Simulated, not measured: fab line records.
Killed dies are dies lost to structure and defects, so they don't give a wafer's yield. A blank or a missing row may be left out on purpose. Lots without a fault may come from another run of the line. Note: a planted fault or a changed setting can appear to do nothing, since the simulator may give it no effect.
What tool caused it?    flow sky130    Sampling: 13 lots, 39 wafers, 4 of 708 route steps

== WHAT THE GAUGES SHOWED, per wafer ==
SKY_SPACER_THK_MEAS_01.
lot   measured      on             SPACER_CVD_00_THK (nm)
L175  day 23 17:50  film_metro-01  43.5 43.5 43.1
L176  day 24 08:59  film_metro-02  43.5 43.6 43.1
L177  day 25 01:43  film_metro-01  44.0 44.0 43.6
L178  day 25 05:07  film_metro-02  43.1 43.3 43.0
L180  day 25 12:15  film_metro-03  43.9 43.9 44.1
L182  day 26 00:58  film_metro-02  43.6 43.6 43.7
L181  day 26 02:09  film_metro-02  42.8 42.1 42.8
L183  day 26 09:54  film_metro-02  43.1 43.1 43.1
L184  day 27 05:15  film_metro-03  42.9 43.2 43.2
L191  day 29 04:38  film_metro-03  42.8 43.0 43.0
L192  day 29 20:59  film_metro-02  43.3 43.2 43.5
L194  day 30 13:04  film_metro-03  42.8 42.6 42.5
L196  day 30 19:00  film_metro-01  42.8 42.5 42.4

SKY_SD_N_CD_MEAS_07 targets a cd of 380 nm.
lot   measured      on         cd_nm (nm)
L175  day 28 18:52  cd_sem-01  382.4 382.8 383.4
L176  day 29 08:11  cd_sem-01  384.6 386.1 386.2
L177  day 29 23:11  cd_sem-02  377.1 375.7 377.8
L178  day 30 02:47  cd_sem-01  377.4 378.4 376.5
L180  day 30 09:37  cd_sem-01  378.1 376.0 376.5
L182  day 30 21:28  cd_sem-01  377.2 378.1 379.1
L181  day 30 22:38  cd_sem-02  378.9 376.2 378.7
L183  day 31 07:08  cd_sem-01  378.5 378.1 379.4
L184  day 32 00:20  cd_sem-01  380.4 379.9 381.2
L191  day 33 20:59  cd_sem-02  382.4 310.8 381.8 382.3 310.7 381.7
L192  day 34 12:18  cd_sem-01  304.7 381.8 305.6 304.8 381.9 305.8
L194  day 35 03:24  cd_sem-01  374.2 374.2 375.1
L196  day 35 08:38  cd_sem-02  377.8 377.6 377.4

SKY_SD_N_TW_MEAS_12.
lot   measured      on             SD_N_TW
L175  day 28 19:25  film_metro-01  3924 3912 3929
L176  day 29 08:45  film_metro-01  3945 3928 3928
L177  day 29 23:45  film_metro-02  4041 4017 4025
L178  day 30 03:21  film_metro-01  3934 3921 3925
L180  day 30 10:10  film_metro-04  4005 3991 3989
L182  day 30 22:01  film_metro-04  3971 3962 3980
L181  day 30 23:12  film_metro-04  3976 3980 3967
L183  day 31 07:42  film_metro-02  4012 4004 4015
L184  day 32 00:53  film_metro-04  3962 3955 3969
L191  day 34 00:05  film_metro-02  4013 4006 4039
L192  day 34 15:45  film_metro-02  4031 4032 4020
L194  day 35 03:56  film_metro-02  4002 4001 3975
L196  day 35 09:12  film_metro-02  4001 3999 4004

== WHICH TOOL RAN EACH LOT (tool, then ch and the chambers of the sampled wafers, then the start) ==
lot   SKY_SD_N_DEVELOP_06
L175  litho_track-04 ch 0, day 28 18:43
L176  litho_track-03 ch 0, day 29 08:02
L177  litho_track-04 ch 0, day 29 23:02
L178  litho_track-04 ch 0, day 30 02:38
L180  litho_track-02 ch 0, day 30 09:28
L182  litho_track-04 ch 0, day 30 21:19
L181  litho_track-04 ch 0, day 30 22:29
L183  litho_track-04 ch 0, day 31 06:59
L184  litho_track-02 ch 0, day 32 00:11
L191  litho_track-02 ch 0, day 33 20:50
L192  litho_track-02 ch 0, day 34 12:10
L194  litho_track-03 ch 0, day 35 03:16
L196  litho_track-03 ch 0, day 35 08:29
- SKY_SD_N_DEVELOP_06: develop time 60 s.

== WHAT THE TOOLS THEMSELVES READ (means of the sampled wafers that have a number; where no wafer has one, the mark that the record gives instead) ==
SKY_SD_N_DEVELOP_06.
lot   tool            resist_line_temp_C (C)
L175  litho_track-04  23.12
L176  litho_track-03  23.00
L177  litho_track-04  22.91
L178  litho_track-04  23.12
L180  litho_track-02  23.10
L182  litho_track-04  22.88
L181  litho_track-04  23.00
L183  litho_track-04  22.98
L184  litho_track-02  22.86
L191  litho_track-02  22.97
L192  litho_track-02  22.97
L194  litho_track-03  22.93
L196  litho_track-03  23.07

== THE ANSWER, worked out from the rows above alone ==
Rule: usual is defined by the lots themselves. Put in order of their means at a reading, lots are off if they are a third of the lots or fewer, leave a main group of 4 or more, and stand apart from it by a gap of 3 or more times the standard deviation of the main group's means; of several such gaps the widest counts. If all means in a main group match to the digits the tables above print for the reading, that group is not used. Also off: a lot with no number at a reading for which 4 or more lots have one. The other lots that the step has rows for count as sound. First the gauges in route order, then the tools' own readings, where a lot's mean is used as printed above. The first step at which some lot is off is used, and at that step the reading that is off furthest; a lot without a number counts as furthest.
Off: L191, L192, at SKY_SD_N_CD_MEAS_07 (cd_nm). The main group has a mean of 378.8 nm with a standard deviation of 3.
A tool fits if, at a process step before that reading, it ran every lot that is off, and no sound lot after the first of them. Gauges at SKY_SD_N_CD_MEAS_07: tried the same way as those tools. One fits: litho_track-02 at SKY_SD_N_DEVELOP_06. Its last sound lot is L184 (day 32 00:11), its first lot that is off L191 (day 33 20:50): a fault that began between those two fits.

== WHAT THE SIMULATOR HAD INSERTED ==
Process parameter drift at SKY_SD_N_DEVELOP_06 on litho_track-02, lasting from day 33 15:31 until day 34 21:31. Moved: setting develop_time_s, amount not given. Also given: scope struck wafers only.
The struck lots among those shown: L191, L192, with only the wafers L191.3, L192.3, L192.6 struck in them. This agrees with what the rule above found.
